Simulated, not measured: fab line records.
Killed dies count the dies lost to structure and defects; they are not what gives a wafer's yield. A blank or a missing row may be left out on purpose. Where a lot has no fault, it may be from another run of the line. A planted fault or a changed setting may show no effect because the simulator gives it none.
Which tool is to blame? || flow gf180mcu || 21 wafers from 7 lots sampled at 2 of the route's 602 steps

## WHAT THE GAUGES SHOWED, per wafer
GF_HV_LDD_TW_MEAS_50.
{"lot": "L350", "measured": "day 13 07:29", "on": "film-metro-04", "HV_LDD_4_TW": "557 558 560"}
{"lot": "L357", "measured": "day 15 20:19", "on": "film-metro-03", "HV_LDD_4_TW": "522 524 522 521 522 523"}
{"lot": "L359", "measured": "day 16 09:18", "on": "film-metro-02", "HV_LDD_4_TW": "505 508 510 508 509 509"}
{"lot": "L363", "measured": "day 18 02:59", "on": "film-metro-03", "HV_LDD_4_TW": "585 584 586"}
{"lot": "L365", "measured": "day 18 11:26", "on": "film-metro-02", "HV_LDD_4_TW": "571 571 568"}
{"lot": "L368", "measured": "day 19 17:54", "on": "film-metro-03", "HV_LDD_4_TW": "585 586 587"}
{"lot": "L370", "measured": "day 20 02:53", "on": "film-metro-03", "HV_LDD_4_TW": "584 584 581"}

## TOOL THAT RAN EACH LOT (tool first, then ch and the chambers of the sampled wafers, then the start)
{"lot": "L350", "GF_HV_LDD_IMPLANT_48": "implanter-01 ch 0, day 13 07:14"}
{"lot": "L357", "GF_HV_LDD_IMPLANT_48": "implanter-04 ch 0, day 15 20:05"}
{"lot": "L359", "GF_HV_LDD_IMPLANT_48": "implanter-04 ch 0, day 16 09:03"}
{"lot": "L363", "GF_HV_LDD_IMPLANT_48": "implanter-02 ch 0, day 18 02:47"}
{"lot": "L365", "GF_HV_LDD_IMPLANT_48": "implanter-02 ch 0, day 18 11:11"}
{"lot": "L368", "GF_HV_LDD_IMPLANT_48": "implanter-02 ch 0, day 19 17:39"}
{"lot": "L370", "GF_HV_LDD_IMPLANT_48": "implanter-04 ch 0, day 20 02:38"}
- GF_HV_LDD_IMPLANT_48

## THE ANSWER, worked out from the rows above alone
Rule: what is usual is taken from the lots themselves. The widest of any qualifying gaps counts: lots, ordered by their means at a reading, are off when they make up no more than a third of the lots, leave a main group of 4 or more, and stand apart from it by 3 or more times the standard deviation of that group's means. The tables above print the reading to a certain number of digits; a main group whose means all agree to those digits is not used. Also off: a lot with no number at a reading for which 4 or more lots have one. All remaining lots with rows at the step are treated as sound.
Off: at GF_HV_LDD_TW_MEAS_50 (HV_LDD_4_TW), L357, L359. The main group: mean 576, standard deviation 11.
A tool fits if, at a process step before that reading, it ran every lot that is off, and no sound lot after the first of them. Gauges at GF_HV_LDD_TW_MEAS_50: tried the same way as those tools. Not one of the candidates tried fits.

## WHAT THE SIMULATOR PUT IN
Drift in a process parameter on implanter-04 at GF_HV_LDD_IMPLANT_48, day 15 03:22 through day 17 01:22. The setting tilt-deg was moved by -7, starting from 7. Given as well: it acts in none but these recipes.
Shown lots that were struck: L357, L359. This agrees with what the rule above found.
